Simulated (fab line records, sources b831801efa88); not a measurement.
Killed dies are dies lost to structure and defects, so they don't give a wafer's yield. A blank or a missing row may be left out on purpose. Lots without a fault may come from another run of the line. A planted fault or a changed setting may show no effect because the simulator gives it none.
Chamber matching | flow sky130 | SKY_METAL3_ETCH_17 on rie_diel-03: 4 sister chambers
The step etches SiO2 in C4F8/O2/Ar, stops on TiN, time 3.9 s, target depth 15 nm. 8 wafers are shown with their chamber, then 7 later ones without.

WAFERS WITH THEIR CHAMBER
wafer  | chamber | oes_product_au (a.u.)
L211.1 | 3       | 0.744
L211.4 | 0       | 0.768
L212.3 | 0       | 0.755
L222.2 | 3       | 0.750
L225.1 | 2       | 0.744
L225.6 | 1       | 0.770
L226.2 | 1       | 0.761
L226.3 | 2       | 0.763

WAFERS WITHOUT THEIR CHAMBER
wafer  | oes_product_au (a.u.)
L226.6 | 0.764
L230.1 | 0.757
L230.3 | 0.764
L230.6 | 0.763
L234.4 | 0.764
L234.5 | 0.766
L234.6 | 0.756

WHICH CHAMBER EACH WENT THROUGH
wafer  | from the rows above               | in truth
L226.6 | can't be placed: 1 or 0 or 2 or 3 | 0
L230.1 | can't be placed: 2 or 0 or 1 or 3 | 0
L230.3 | can't be placed: 1 or 0 or 2 or 3 | 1
L230.6 | can't be placed: 0 or 1 or 2 or 3 | 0
L234.4 | can't be placed: 1 or 0 or 2 or 3 | 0
L234.5 | can't be placed: 1 or 0 or 2      | 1
L234.6 | can't be placed: 2 or 0 or 3 or 1 | 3
Placed correctly: 0 of 7. Can't be placed from these rows: 7 (the true chamber is among the candidates in 7). Placed wrongly: 0.
How it was worked out, from the rows above alone: a wafer's distance from a chamber is the root of the sum, over the readings, of the square of ((its reading less the chamber's mean) divided by the reading's scatter). The wafer belongs to the nearest chamber; if the next one is less than 2 further off, it can't be placed. A chamber's mean is the mean of its shown wafers. The scatter: the root of (the sum of the squares of (reading less its chamber's mean) over the shown wafers, divided by (wafers less chambers)).
